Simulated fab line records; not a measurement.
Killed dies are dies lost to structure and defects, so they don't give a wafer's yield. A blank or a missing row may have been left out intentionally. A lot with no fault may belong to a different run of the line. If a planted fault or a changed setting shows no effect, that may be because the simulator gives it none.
Which tool was responsible?    flow sky130    12 lots, 36 wafers sampled, at 2 steps of a route of 708

== WHAT EACH GAUGE READ, for each wafer ==
SKY_VIA1_RS_MEAS_22: the measuring method here is four-point-probe.
lot   measured      on            VIA1_W_RS (ohm/sq)
L607  day 34 20:55  filmMetro-03  0.426 0.431 0.434
L608  day 35 07:24  filmMetro-01  0.435 0.443 0.436
L609  day 35 10:52  filmMetro-01  0.439 0.442 0.443
L610  day 36 00:13  filmMetro-01  0.435 0.431 0.438
L611  day 36 08:26  filmMetro-03  0.445 0.435 0.442
L612  day 36 09:24  filmMetro-04  0.444 0.437 0.429
L613  day 36 15:57  filmMetro-04  0.444 0.431 0.437
L614  day 37 07:39  filmMetro-01  0.428 0.450 0.440
L616  day 37 22:02  filmMetro-04  0.439 0.447 0.431
L617  day 38 03:07  filmMetro-03  0.436 0.432 0.442
L619  day 38 14:10  filmMetro-03  0.430 0.438 0.431
L629  day 41 10:41  filmMetro-03  0.444 0.440 0.434

SKY_METAL2_RS_MEAS_05: the measuring method here is four-point-probe.
lot   measured      on            METAL2_ALCU_RS (ohm/sq)
L607  day 34 21:32  filmMetro-02  0.1268 0.1264 0.1269
L608  day 35 08:01  filmMetro-02  0.1291 0.1272 0.1281
L609  day 35 11:29  filmMetro-02  0.1265 0.1262 0.1270
L610  day 36 00:50  filmMetro-02  0.1254 0.1263 0.1260
L611  day 36 09:03  filmMetro-04  0.1258 0.1275 0.1276
L612  day 36 10:01  filmMetro-02  0.1260 0.1259 0.1250
L613  day 36 16:34  filmMetro-04  0.1278 0.1273 0.1276
L614  day 37 08:16  filmMetro-04  0.1265 0.1268 0.1264
L616  day 37 22:39  filmMetro-02  0.1265 0.1289 0.1285
L617  day 38 03:44  filmMetro-02  0.1262 0.1271 0.1267
L619  day 38 14:52  filmMetro-02  0.1267 0.1275 0.1264
L629  day 41 11:19  filmMetro-04  0.1268 0.1267 0.1266

== WHICH TOOL RAN EACH LOT (tool, then ch and the chambers of the sampled wafers, then the start) ==
The record holds no process step before these readings.

== WHAT THE TOOLS THEMSELVES READ (means of the sampled wafers that have a number; where no wafer has one, the mark that the record gives instead) ==
The record holds no such reading with a usual standard deviation.

== THE ANSWER, worked out from the rows above alone ==
Rule: what is usual is taken from the lots themselves. The widest of any qualifying gaps counts: lots, ordered by their means at a reading, are off when they make up no more than a third of the lots, leave a main group of 4 or more, and stand apart from it by 3 or more times the standard deviation of that group's means. A main group whose means are all the same, to the digits that the tables above print for the reading, isn't used. Also off: a lot with no number at a reading for which 4 or more lots have one. Where the step has rows for the other lots, those lots are counted as sound. First the gauges in route order, then the tools' own readings, where a lot's mean is used as printed above. The first step at which some lot is off is used, and at that step the reading that is off furthest; a lot without a number counts as furthest.
Across all readings shown, no lot is off: no conclusion can be drawn from this.

== WHAT THE SIMULATOR HAD INSERTED ==
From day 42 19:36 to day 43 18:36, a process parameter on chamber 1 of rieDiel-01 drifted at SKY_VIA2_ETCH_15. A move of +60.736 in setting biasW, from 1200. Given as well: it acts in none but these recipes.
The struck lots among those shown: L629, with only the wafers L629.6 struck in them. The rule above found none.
